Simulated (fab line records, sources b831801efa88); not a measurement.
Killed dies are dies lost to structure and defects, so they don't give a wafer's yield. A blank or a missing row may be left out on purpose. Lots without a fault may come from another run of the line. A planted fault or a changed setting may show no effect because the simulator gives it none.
A struck lot beside a sound one | flow sky130 | 16 steps out of a route of 708
Sound: wafers L196.2, L196.3, L196.6. Struck: wafers L203.1, L203.3, L203.6. The cause comes at the end.
At each step with rows: each side's tool, then ch and its chambers, then its first start. Under that, the readings that differ: sound wafers | struck wafers | difference of the means | sigmas: that difference in standard deviations of wafers without a fault.
alike: readings whose means differ by less than 2 such deviations, and words and numbers that are the same on both sides. not compared: withheld readings, readings that some wafer has no value for, bounds like >300 that may hide the same value, and numbers for which the record gives no deviation and whose values overlap.
The two part at a step that has a row with sigmas, a row that says differs or no value, or rows on one side only. Numbers that don't overlap but have no deviation are shown without sigmas and don't part them. A reading that every wafer of one side lacks parts them only if that side has two wafers or more.

SKY_CONTACT_BOW_MEAS_05:
  sound on film_metro-03, day 32 19:05; struck on film_metro-04, day 34 23:27
  alike: CONTACT_BOW
then, 8 steps without rows for these wafers: SKY_CONTACT_DEHYDRATE_06 (time 60 s); SKY_CONTACT_HMDS_07 (prime time 60 s); SKY_CONTACT_COAT_08 (resist thk 60 nm); SKY_CONTACT_COAT_09 (resist thk 450 nm); SKY_CONTACT_SOFTBAKE_10 (time 90 s); SKY_CONTACT_EXPOSE_11 (exposes mask CTM1, target cd 170 nm); SKY_CONTACT_PEB_12; SKY_CONTACT_DEVELOP_13 (develop time 60 s).
SKY_CONTACT_CD_MEAS_14: target cd 170 nm.
  sound on cd_sem-01, day 33 22:32; struck on cd_sem-01, day 36 01:58
  alike: cd_nm
SKY_CONTACT_OVL_MEAS_15:
  sound on overlay-02, day 33 22:38; struck on overlay-02, day 36 02:05
  alike: CONTACT_OVL
SKY_CONTACT_ETCH_16: etches BARC in N2/H2, stops on SiO2, time 45.9 s, target depth 60 nm.
  sound on rie_diel-02 ch 1,2,3, day 33 22:40; struck on rie_diel-01 ch 0,1,2, day 36 02:07
  alike: bias_w, drypump_motor_current_A, oes_product_au, throttle_valve_pct
  not compared: rf_hours_counter_h
SKY_CONTACT_ETCH_17: etches SiO2 in C4F8/O2/Ar, stops on Si3N4, target depth 340 nm.
  sound on rie_diel-02 ch 1,2,3, day 33 22:43; struck on rie_diel-01 ch 0,1,2, day 36 02:09
  reading                                   | sound             | struck            | difference | sigmas
  bias_w (W)                                | 1199 1204 1200    | 1313 1306 1315    | +110       | +32
  model.Si3N4_of_CONTACT_CVD_00.thk_nm (nm) | 74.92 75.77 76.51 | 72.19 73.07 73.98 | -2.65      |
  model.CONTACT.feature_depth_nm (nm)       | 340.4 338.7 339   | 341.3 340.5 341.3 | +1.7       |
  alike: oes_product_au
SKY_CONTACT_ETCH_18: etches Si3N4 in CHF3/O2, stops on TiN, time 39 s, target depth 75 nm.
  sound on rie_diel-02 ch 1,2,3; struck on rie_diel-01 ch 0,1,2
  reading                  | sound             | struck            | difference | sigmas
  oes_product_au (a.u.)    | 0.855 0.857 0.864 | 0.824 0.842 0.848 | -0.021     | -3
  model.etch.depth_nm (nm) | 74.92 75.77 76.51 | 72.19 73.07 73.98 | -2.65      |
  alike: O2_flow_sccm, bias_w, drypump_motor_current_A, throttle_valve_pct
  not compared: rf_hours_counter_h
SKY_CONTACT_STRIP_19: strips in O2/N2.
  sound on plasma_asher-04 ch 0,1, day 33 22:48; struck on plasma_asher-04 ch 0, day 36 02:14
  alike: drypump_motor_current_A, oes_product_au, strip_time_to_endpoint_s
  not compared: rf_hours_counter_h
-- the record jumps here: 13 days lie between the struck wafers' starts before and after (it left off in module CONTACT and takes up again in module PAD_OPEN, whose first step shown is number 708 of the route) --
SKY_PAD_OPEN_PROBE_99:
  the record has rows for the struck wafers here (prober-02, day 49 04:33) and none for the sound ones

WHERE THEY PART
First at SKY_CONTACT_ETCH_17; last, within this record, at SKY_PAD_OPEN_PROBE_99.

WHY: what the simulator had put in
Process parameter drift: rie_diel-01, from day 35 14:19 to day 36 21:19, at SKY_CONTACT_ETCH_17. Setting bias_w, moved by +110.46, from 1200. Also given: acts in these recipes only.
